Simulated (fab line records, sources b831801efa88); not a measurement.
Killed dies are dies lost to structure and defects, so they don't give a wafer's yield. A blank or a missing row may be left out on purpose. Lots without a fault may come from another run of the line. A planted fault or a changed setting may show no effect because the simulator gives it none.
Problem report in the 8D (eight disciplines) form, filled by code | flow gf180mcu | the parts of the form that need people (team, actions taken, sign-off) are left out

1. THE PROBLEM
MIM_ALCU_RS at GF_MIM_RS_MEAS_10 reads a mean of 0.1928 ohm/sq on 2 wafers of 2 lots; wafers without a fault read 0.1605 ohm/sq with a standard deviation of 0.0025. That is +13 standard deviations from the usual mean.
The step: measures by four-point-probe.
First seen on wafer L993.2, day 27 03:32, on film_metro-01. The record holds 30 wafers of 10 lots with a number at this step. Rule for "out", or "out of limits": more than 4 standard deviations from the usual mean. The other wafers with a number count as sound.

2. WHAT IT IS AND WHAT IT IS NOT
question                    | is                           | is not
which readings at this step | MIM_ALCU_RS                  | -
which lots                  | L993, L995                   | L101, L104, L106, L107, L986, L988, L992, L994
which wafers of those lots  | L993.2, L995.2               | L993.3, L993.4, L995.4, L995.5
read on which gauges        | film_metro-01, film_metro-04 | film_metro-03
when                        | from day 27 03:32            | up to then (11 sound wafers); but 17 sound wafers of L101, L104, L106, L107, L994, L995 came after

3. SUSPECTS, AND WHAT RULES EACH OUT
Counting: a tool at a process step up to the reading stays a suspect if it ran every lot that is out. Sound lots after the first of them don't rule it out here, since some wafers of a struck lot are sound.
- the gauge at GF_MIM_RS_MEAS_10: ruled out. The wafers that are out were read on 2 gauges (film_metro-01, film_metro-04).
- pecvd-01 at GF_MIM_CVD_05 (deposits Si3N4, target thk 42 nm, time 29.086 s): kept. It ran every lot that is out, first L993 (day 27 03:20); its last sound lot up to then is L986 (day 24 17:29).
- pvd_sputter-02 at GF_MIM_SPUTTER_08 (material AlCu, target thk 200 nm, time 10.6 s): kept. It ran every lot that is out, first L993 (day 27 03:28); its last sound lot up to then is L992 (day 26 21:26). Its own readings are out on those wafers: cathode_dc_power_W.
Left after counting: pecvd-01 at GF_MIM_CVD_05, pvd_sputter-02 at GF_MIM_SPUTTER_08.

4. THE CAUSE (what the simulator had put in)
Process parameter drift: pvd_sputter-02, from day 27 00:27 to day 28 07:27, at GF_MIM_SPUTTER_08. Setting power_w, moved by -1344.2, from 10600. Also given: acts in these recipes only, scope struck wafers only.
Counting left 2 suspects, and this tool is among them.

5. THE CHAIN OF EFFECTS, in route order
Each row: a reading whose mean over the struck wafers that have a number lies more than 3 standard deviations from the usual. Only readings for which the record gives a usual standard deviation are gone through. hours: the time from each lot's start at the first step in this table that gives one to its start at this step, as a median over the lots. sigmas: the change in usual standard deviations.
hours | step                 | reading            | usual         | on struck wafers | change  | sigmas
0     | GF_MIM_SPUTTER_08    | cathode_dc_power_W | 10600 W       | 9258             | -1342   | -99 or more
0     | GF_MIM_RS_MEAS_10    | MIM_ALCU_RS        | 0.1605 ohm/sq | 0.1928           | +0.0323 | +13
0     | GF_MIM_THK_MEAS_11   | MIM_ALCU_THK       | 201 nm        | 170              | -31     | -9.7
19    | GF_MIM_METAL_ETCH_19 | oes_product_au     | 0.939 a.u.    | 0.877            | -0.062  | -8.4
19    | GF_MIM_METAL_ETCH_19 | throttle_valve_pct | 28.284 %      | 28.355           | +0.071  | +6.4
The process steps in it:
- GF_MIM_SPUTTER_08: material AlCu, target thk 200 nm, time 10.6 s.
- GF_MIM_METAL_ETCH_19: etches the open film in Cl2/BCl3, stops on Si3N4, target depth 324.5 nm, time 54.1 s.

6. WHAT WOULD HAVE CAUGHT IT SOONER
In this record the first reading out of limits at a measuring or inspecting step was taken at day 27 03:32, 3 hours after the fault began at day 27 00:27.
The tool's own readings at GF_MIM_SPUTTER_08 were out on every struck wafer that the step has a row for (cathode_dc_power_W): an alarm limit on them would have fired on the first of those.
Of the lots that are out (2), L995 began GF_MIM_SPUTTER_08 on pvd_sputter-02 after day 27 03:32. A hold on the tool at that time would have spared it.
